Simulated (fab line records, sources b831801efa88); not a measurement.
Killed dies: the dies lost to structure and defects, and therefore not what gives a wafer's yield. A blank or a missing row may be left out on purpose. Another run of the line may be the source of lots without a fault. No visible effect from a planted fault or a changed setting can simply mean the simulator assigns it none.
Matching of chambers / flow sky130 / 4 sister chambers for SKY_CONTACT_CMP_27 on cmp-01
The step polishes, stops on SiO2, t overpolish 15 s, target thk 0 nm. 8 wafers are shown with their chamber, then 8 later ones without.

WAFERS PAIRED WITH THEIR CHAMBERS
wafer=L740.3; chamber=0; motor-current-A (A)=12.2; time-to-endpoint-s (s)=77
wafer=L742.5; chamber=3; motor-current-A (A)=10.1; time-to-endpoint-s (s)=83
wafer=L742.6; chamber=0; motor-current-A (A)=13.0; time-to-endpoint-s (s)=77
wafer=L752.1; chamber=3; motor-current-A (A)=10.6; time-to-endpoint-s (s)=83
wafer=L752.2; chamber=1; motor-current-A (A)=8.0; time-to-endpoint-s (s)=79
wafer=L752.3; chamber=2; motor-current-A (A)=11.9; time-to-endpoint-s (s)=78
wafer=L750.2; chamber=2; motor-current-A (A)=12.6; time-to-endpoint-s (s)=83
wafer=L756.2; chamber=1; motor-current-A (A)=8.6; time-to-endpoint-s (s)=78

WAFERS WITH NO CHAMBER GIVEN
wafer=L756.3; motor-current-A (A)=10.8; time-to-endpoint-s (s)=83
wafer=L756.4; motor-current-A (A)=12.7; time-to-endpoint-s (s)=81
wafer=L757.4; motor-current-A (A)=10.3; time-to-endpoint-s (s)=84
wafer=L757.5; motor-current-A (A)=12.6; time-to-endpoint-s (s)=80
wafer=L757.6; motor-current-A (A)=8.4; time-to-endpoint-s (s)=81
wafer=L759.1; motor-current-A (A)=13.0; time-to-endpoint-s (s)=74
wafer=L759.2; motor-current-A (A)=12.3; time-to-endpoint-s (s)=73
wafer=L759.5; motor-current-A (A)=11.6; time-to-endpoint-s (s)=71

EACH ONE'S CHAMBER
wafer=L756.3; from the rows above=3; in truth=3
wafer=L756.4; from the rows above=can't be placed: 2 or 0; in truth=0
wafer=L757.4; from the rows above=3; in truth=3
wafer=L757.5; from the rows above=can't be placed: 2 or 0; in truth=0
wafer=L757.6; from the rows above=1; in truth=1
wafer=L759.1; from the rows above=0; in truth=0
wafer=L759.2; from the rows above=can't be placed: 0 or 2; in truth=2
wafer=L759.5; from the rows above=can't be placed: 0 or 2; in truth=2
Placed correctly: 4 of 8. From these rows, 4 cannot be placed; in 4 the true chamber is one of the candidates. 0 placed wrongly.
How it was worked out, from the rows above alone: a wafer's distance from a chamber is the root of the sum, over the readings, of the square of ((its reading less the chamber's mean) divided by the reading's scatter). If the next closest chamber is less than 2 further off than the closest, the wafer can't be placed; otherwise it belongs to the closest. The mean given for a chamber averages the wafers shown for that chamber. The scatter is the square root of a quotient: the sum, over the shown wafers, of each reading's squared deviation from its chamber's mean, divided by wafers minus chambers.
